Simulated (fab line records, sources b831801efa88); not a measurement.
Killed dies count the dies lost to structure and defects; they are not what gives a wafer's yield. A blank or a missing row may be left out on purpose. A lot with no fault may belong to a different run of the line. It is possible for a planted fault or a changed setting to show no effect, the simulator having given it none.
The tool behind it: which one? ; flow gf180mcu ; 14 lots with 42 wafers sampled at 4 steps, on a route of 602 steps

WHAT THE GAUGES SHOWED, per wafer
No reading from a measuring or inspecting step in the record can be judged against a usual standard deviation.

WHICH TOOL RAN EACH LOT (tool, then ch and the chambers of the sampled wafers, then the start)
lot;GF_HV_LDD_DEVELOP_18;GF_SALICIDE_SPUTTER_03;GF_CONTACT_CMP_27;GF_M1_SPUTTER_04
L971;litho_track-04 ch 0, day 11 03:34;pvd_sputter-03, day 15 12:23;cmp-01 ch 1,2, day 16 11:53;pvd_sputter-03, day 16 12:22
L974;litho_track-04 ch 0, day 11 17:31;pvd_sputter-02, day 16 02:05;cmp-02 ch 2,3, day 17 02:16;pvd_sputter-01, day 17 02:42
L975;litho_track-02 ch 0, day 12 08:07;pvd_sputter-03, day 16 19:59;cmp-01 ch 1,3, day 17 21:22;pvd_sputter-03, day 17 21:51
L976;litho_track-02 ch 0, day 12 10:46;pvd_sputter-02, day 17 00:08;cmp-02 ch 2,3, day 18 01:26;pvd_sputter-01, day 18 01:55
L977;litho_track-02 ch 0, day 12 23:37;pvd_sputter-01, day 17 15:11;cmp-01 ch 0,2,3, day 18 17:46;pvd_sputter-01, day 18 18:06
L981;litho_track-02 ch 0, day 14 01:33;pvd_sputter-03, day 18 22:57;cmp-01 ch 0,1, day 20 01:11;pvd_sputter-04, day 20 01:40
L982;litho_track-02, day 14 02:28;-;-;-
L983;litho_track-03, day 14 15:11;-;-;-
L985;litho_track-02 ch 0, day 15 10:43;pvd_sputter-01, day 20 13:14;cmp-01 ch 0,2,3, day 21 15:17;pvd_sputter-01, day 21 15:43
L986;litho_track-02 ch 0, day 15 11:01;pvd_sputter-02, day 20 15:50;cmp-02 ch 0,1, day 21 17:01;pvd_sputter-01, day 21 17:29
L990;litho_track-02 ch 0, day 16 19:46;pvd_sputter-01, day 22 01:32;cmp-02 ch 1,3, day 23 02:13;pvd_sputter-01, day 23 02:42
L991;litho_track-03 ch 0, day 17 05:30;pvd_sputter-03, day 22 10:36;cmp-02 ch 0,3, day 23 11:40;pvd_sputter-01, day 23 12:06
L992;litho_track-03 ch 0, day 17 05:47;pvd_sputter-02, day 22 12:50;cmp-01 ch 0,1, day 23 13:55;pvd_sputter-04, day 23 14:23
L993;litho_track-03 ch 0, day 17 15:02;pvd_sputter-01, day 22 21:11;cmp-02 ch 0,1,3, day 23 21:46;pvd_sputter-01, day 23 22:12
- GF_HV_LDD_DEVELOP_18: develop time 60 s.
- GF_SALICIDE_SPUTTER_03: material TiN, target thk 20 nm, time 16.7 s.
- GF_CONTACT_CMP_27: polishes, stops on SiO2, t overpolish 15 s, target thk 0 nm.
- GF_M1_SPUTTER_04: material TiN, target thk 50 nm, time 41.7 s.

AS READ BY THE TOOLS THEMSELVES (means over the sampled wafers that have a number; for cases with no such wafer, the mark the record gives instead)
GF_HV_LDD_DEVELOP_18. Usual: chill_plate_temp_C reads 22.99 C (standard deviation 0.1).
lot;tool;chill_plate_temp_C (C);flag
L971;litho_track-04;22.97;
L974;litho_track-04;23.02;
L975;litho_track-02;22.93;
L976;litho_track-02;23.02;
L977;litho_track-02;23.07;
L981;litho_track-02;22.96;
L982;litho_track-02;-;OFF
L983;litho_track-03;-;OFF
L985;litho_track-02;23.03;
L986;litho_track-02;22.92;
L990;litho_track-02;22.92;
L991;litho_track-03;23.01;
L992;litho_track-03;23.01;
L993;litho_track-03;22.97;

GF_SALICIDE_SPUTTER_03. Usual: throttle_valve_pct reads 30.4 % (standard deviation 0.92).
lot;tool;throttle_valve_pct (%);flag
L971;pvd_sputter-03;30.6;
L974;pvd_sputter-02;29.5;
L975;pvd_sputter-03;30.9;
L976;pvd_sputter-02;30.4;
L977;pvd_sputter-01;30.1;
L981;pvd_sputter-03;30.4;
L985;pvd_sputter-01;30.1;
L986;pvd_sputter-02;29.5;
L990;pvd_sputter-01;30.1;
L991;pvd_sputter-03;31.1;
L992;pvd_sputter-02;29.8;
L993;pvd_sputter-01;30.0;

GF_CONTACT_CMP_27. Usual: motor_current_A 12.2 A, standard deviation 2; overpolish_run_s 14.999 s, standard deviation 0.0089; time_to_endpoint_s 74 s, standard deviation 4.9.
lot;tool;motor_current_A (A);overpolish_run_s (s);time_to_endpoint_s (s);flag
L971;cmp-01;11.7;15.001;74;
L974;cmp-02;14.5;15.006;77;
L975;cmp-01;11.9;14.998;75;
L976;cmp-02;13.5;15.001;77;
L977;cmp-01;11.6;14.996;71;
L981;cmp-01;11.4;14.998;67;
L985;cmp-01;11.6;14.993;64;
L986;cmp-02;11.9;14.999;78;
L990;cmp-02;9.9;14.993;70;
L991;cmp-02;13.4;15.004;74;
L992;cmp-01;11.6;14.999;76;
L993;cmp-02;11.7;14.995;78;

GF_M1_SPUTTER_04. Usual: throttle_valve_pct reads 30.3 % (standard deviation 1).
lot;tool;throttle_valve_pct (%);flag
L971;pvd_sputter-03;31.2;
L974;pvd_sputter-01;30.9;
L975;pvd_sputter-03;30.6;
L976;pvd_sputter-01;30.0;
L977;pvd_sputter-01;30.2;
L981;pvd_sputter-04;28.9;
L985;pvd_sputter-01;29.9;
L986;pvd_sputter-01;30.2;
L990;pvd_sputter-01;30.6;
L991;pvd_sputter-01;30.1;
L992;pvd_sputter-04;28.7;
L993;pvd_sputter-01;30.6;

THE ANSWER, worked out from the rows above alone
Rule: take the mean of a lot's wafers that have a number; if it is more than 3 standard deviations from the usual mean, the lot is off. A lot without any number at a reading at which 4 lots or more have one is off too. The other lots that the step has rows for count as sound. First the gauges in route order, then the tools' own readings, where a lot's mean is used as printed above. At the first step where some lot is off, the reading lying furthest off is the one used; lots without a number count as furthest.
Off at GF_HV_LDD_DEVELOP_18 (chill_plate_temp_C): L982, L983. Without a number there: L982, L983.
If a tool, at that step or one of the process steps before it, ran each lot that is off and ran no sound lot following the first of them, it fits. Not one of the candidates tried fits.

WHAT THE SIMULATOR PUT IN
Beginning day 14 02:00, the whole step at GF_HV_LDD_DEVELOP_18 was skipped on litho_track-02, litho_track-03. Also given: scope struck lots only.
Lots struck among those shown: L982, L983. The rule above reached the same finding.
